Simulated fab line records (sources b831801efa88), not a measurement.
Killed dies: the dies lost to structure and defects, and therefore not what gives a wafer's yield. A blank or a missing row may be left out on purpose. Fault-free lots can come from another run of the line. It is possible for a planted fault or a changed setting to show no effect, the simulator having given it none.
Matching of chambers || flow gf180mcu || cmp-01 running GF_STI_CMP_25: 4 sister chambers
The step polishes, stops on Si3N4, t overpolish 33 s, target thk 524.6 nm. 4 wafers are shown with their chamber, then 8 later ones without.

EACH WAFER AND ITS CHAMBER
{"wafer": "L644.6", "chamber": 2, "motorCurrentA (A)": 10.2}
{"wafer": "L646.1", "chamber": 1, "motorCurrentA (A)": 10.1}
{"wafer": "L646.2", "chamber": 3, "motorCurrentA (A)": 10.2}
{"wafer": "L649.2", "chamber": 0, "motorCurrentA (A)": 12.5}

WAFERS WITHOUT THEIR CHAMBER
{"wafer": "L649.3", "motorCurrentA (A)": 10.3}
{"wafer": "L649.6", "motorCurrentA (A)": 13.5}
{"wafer": "L654.1", "motorCurrentA (A)": 10.2}
{"wafer": "L654.2", "motorCurrentA (A)": 9.9}
{"wafer": "L654.3", "motorCurrentA (A)": 10.9}
{"wafer": "L655.2", "motorCurrentA (A)": 13.0}
{"wafer": "L655.4", "motorCurrentA (A)": 10.4}
{"wafer": "L655.5", "motorCurrentA (A)": 9.8}

WHICH CHAMBER EACH ONE RAN IN
{"wafer": "L649.3", "from the rows above": "can't be placed: 2 or 3 or 1", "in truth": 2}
{"wafer": "L649.6", "from the rows above": 0, "in truth": 0}
{"wafer": "L654.1", "from the rows above": "can't be placed: 2 or 3 or 1", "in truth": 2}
{"wafer": "L654.2", "from the rows above": "can't be placed: 1 or 2 or 3", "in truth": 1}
{"wafer": "L654.3", "from the rows above": "can't be placed: 2 or 3 or 1 or 0", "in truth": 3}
{"wafer": "L655.2", "from the rows above": 0, "in truth": 0}
{"wafer": "L655.4", "from the rows above": "can't be placed: 2 or 3 or 1", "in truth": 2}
{"wafer": "L655.5", "from the rows above": "can't be placed: 1 or 2 or 3", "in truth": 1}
Correct placement for 2 of the 8. Unplaceable from these rows: 6, with the true chamber sitting among the candidates in 6. 0 placed wrongly.
How it was worked out, from the rows above alone: a wafer's distance from a chamber is the root of the sum, over the readings, of the square of ((its reading less the chamber's mean) divided by the reading's scatter). The wafer belongs to the nearest chamber; if the next one is less than 2 further off, it can't be placed. Each chamber's mean is taken over the wafers shown for it. The scatter: root of mean squared gap, hidden wafer to nearest shown wafer, with one shown wafer a chamber.
